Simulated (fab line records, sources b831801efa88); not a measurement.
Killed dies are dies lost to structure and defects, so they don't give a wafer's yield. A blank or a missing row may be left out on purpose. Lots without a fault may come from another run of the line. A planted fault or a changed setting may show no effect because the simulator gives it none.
Chamber matching | flow gf180mcu | GF_V3_CMP_26 on cmp-02: 4 sister chambers
The step polishes, stops on SiO2, t overpolish 15 s, target thk 0 nm. 8 wafers are shown with their chamber, then 7 later ones without.

WAFERS WITH THEIR CHAMBER
wafer  | chamber | motor_current_A (A) | time_to_endpoint_s (s)
L839.3 | 0       | 9.4                 | 82.4
L840.1 | 3       | 10.9                | 85.1
L840.4 | 0       | 8.9                 | 81.8
L842.1 | 3       | 11.1                | 85.4
L842.2 | 1       | 11.7                | 89.1
L842.3 | 2       | 11.7                | 87.5
L852.1 | 1       | 11.5                | 85.6
L852.3 | 2       | 12.1                | 84.9

WAFERS WITHOUT THEIR CHAMBER
wafer  | motor_current_A (A) | time_to_endpoint_s (s)
L852.5 | 11.9                | 87.0
L856.1 | 12.2                | 85.0
L856.4 | 11.7                | 88.1
L856.6 | 11.7                | 84.5
L861.1 | 8.9                 | 86.0
L861.2 | 11.8                | 87.9
L861.5 | 12.1                | 86.7

WHICH CHAMBER EACH WENT THROUGH
wafer  | from the rows above          | in truth
L852.5 | can't be placed: 2 or 1      | 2
L856.1 | can't be placed: 2 or 1      | 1
L856.4 | can't be placed: 1 or 2      | 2
L856.6 | can't be placed: 2 or 1 or 3 | 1
L861.1 | 0                            | 0
L861.2 | can't be placed: 1 or 2      | 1
L861.5 | can't be placed: 2 or 1      | 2
Placed correctly: 1 of 7. Can't be placed from these rows: 6 (the true chamber is among the candidates in 6). Placed wrongly: 0.
How it was worked out, from the rows above alone: a wafer's distance from a chamber is the root of the sum, over the readings, of the square of ((its reading less the chamber's mean) divided by the reading's scatter). The wafer belongs to the nearest chamber; if the next one is less than 2 further off, it can't be placed. A chamber's mean is the mean of its shown wafers. The scatter: the root of (the sum of the squares of (reading less its chamber's mean) over the shown wafers, divided by (wafers less chambers)).
